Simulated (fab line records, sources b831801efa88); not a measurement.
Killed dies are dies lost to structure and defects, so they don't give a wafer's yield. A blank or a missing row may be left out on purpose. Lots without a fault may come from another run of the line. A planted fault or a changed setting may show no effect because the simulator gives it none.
Which tool did it? | flow sky130 | 11 lots, 33 wafers sampled, at 3 steps of a route of 708

WHAT THE GAUGES READ, wafer by wafer
SKY_LI_CONTACT_RS_MEAS_22: measures by four-point-probe. Usual: LI_CONTACT_W_RS 0.2863 ohm/sq, standard deviation 0.0025.
lot  | measured     | on            | LI_CONTACT_W_RS (ohm/sq) | flag
L117 | day 29 06:23 | film_metro-01 | 0.2818 0.2857 0.2876     |
L118 | day 29 16:46 | film_metro-04 | 0.2815 0.2874 0.2882     |
L124 | day 31 18:13 | film_metro-01 | 0.2847 0.2858 0.2859     |
L125 | day 32 16:54 | film_metro-02 | 0.2869 0.2833 0.2860     |
L126 | day 32 21:19 | film_metro-02 | 0.2813 0.2843 0.2824     |
L128 | day 33 15:21 | film_metro-04 | 0.2804 0.2880 0.2847     |
L132 | day 35 00:53 | film_metro-02 | 0.2912 0.2911 0.2849     |
L133 | day 35 03:39 | film_metro-02 | 0.2840 0.2863 0.2852     |
L134 | day 35 04:59 | film_metro-04 | 0.2864 0.2851 0.2869     |
L137 | day 36 14:07 | film_metro-02 | 0.2849 0.2886 0.2874     |
L138 | day 36 16:14 | film_metro-04 | 0.2857 0.2858 0.2845     |

SKY_LOCAL_INTERCONNECT_THK_MEAS_02: measures by xrf. Usual: LOCAL_INTERCONNECT_TIN_THK 102.4 nm, standard deviation 1.3.
lot  | measured     | on            | LOCAL_INTERCONNECT_TIN_THK (nm) | flag
L117 | day 29 07:01 | film_metro-03 | 104.7 103.2 103.9               |
L118 | day 29 17:41 | film_metro-03 | 103.8 102.8 103.6               |
L124 | day 31 18:53 | film_metro-03 | 102.0 102.8 103.4               |
L125 | day 32 17:33 | film_metro-01 | 103.1 103.3 102.5               |
L126 | day 32 21:58 | film_metro-01 | 103.1 103.4 102.5               |
L128 | day 33 16:00 | film_metro-04 | 103.2 101.6 102.5               |
L132 | day 35 01:33 | film_metro-01 | 102.9 100.4 101.9               |
L133 | day 35 04:18 | film_metro-04 | 101.9 103.2 101.5               |
L134 | day 35 05:39 | film_metro-04 | 101.9 102.6 101.9               |
L137 | day 36 14:46 | film_metro-03 | 100.0 102.1 101.5               |
L138 | day 36 16:53 | film_metro-03 | 100.8 102.7 101.7               |

WHICH TOOL RAN EACH LOT (tool, then ch and the chambers of the sampled wafers, then the start)
lot  | SKY_LI_CONTACT_CVD_21
L117 | cvd_w-01 ch 0,1, day 29 06:15
L118 | cvd_w-02 ch 0,1, day 29 16:38
L124 | cvd_w-02 ch 0,1, day 31 18:05
L125 | cvd_w-02 ch 0,1, day 32 16:46
L126 | cvd_w-01 ch 0,1, day 32 21:10
L128 | cvd_w-02 ch 0,1, day 33 15:12
L132 | cvd_w-01 ch 0,1, day 35 00:46
L133 | cvd_w-01 ch 0, day 35 03:31
L134 | cvd_w-01 ch 0,1, day 35 04:52
L137 | cvd_w-01 ch 1, day 36 13:58
L138 | cvd_w-01 ch 0,1, day 36 16:06
- SKY_LI_CONTACT_CVD_21: deposits W, target thk 400 nm, time 120.56 s.

WHAT THE TOOLS THEMSELVES READ (means of the sampled wafers that have a number; where no wafer has one, the mark that the record gives instead)
SKY_LI_CONTACT_CVD_21. Usual: chamber_pressure_Torr 40.01 Torr, standard deviation 0.097; heater_power_w 903 W, standard deviation 120.
lot  | tool     | chamber_pressure_Torr (Torr) | heater_power_w (W) | flag
L117 | cvd_w-01 | 39.94                        | 875                |
L118 | cvd_w-02 | 39.93                        | 877                |
L124 | cvd_w-02 | 39.99                        | 878                |
L125 | cvd_w-02 | 39.99                        | 869                |
L126 | cvd_w-01 | 40.01                        | 877                |
L128 | cvd_w-02 | 40.00                        | 870                |
L132 | cvd_w-01 | 40.07                        | 997                |
L133 | cvd_w-01 | 39.99                        | 777                |
L134 | cvd_w-01 | 39.95                        | 867                |
L137 | cvd_w-01 | 39.96                        | 1115               |
L138 | cvd_w-01 | 39.98                        | 998                |

THE ANSWER, worked out from the rows above alone
Rule: a lot is off if the mean of its wafers that have a number lies more than 3 standard deviations from the usual mean. A lot without any number at a reading at which 4 lots or more have one is off too. The other lots that the step has rows for count as sound. The gauges are gone through in route order, then the tools' own readings, and for those a lot's mean is taken as printed above. The first step at which some lot is off is used, and at that step the reading that is off furthest; a lot without a number counts as furthest.
No lot is off at any reading shown: from this, nothing can be told.

WHAT THE SIMULATOR HAD PUT IN
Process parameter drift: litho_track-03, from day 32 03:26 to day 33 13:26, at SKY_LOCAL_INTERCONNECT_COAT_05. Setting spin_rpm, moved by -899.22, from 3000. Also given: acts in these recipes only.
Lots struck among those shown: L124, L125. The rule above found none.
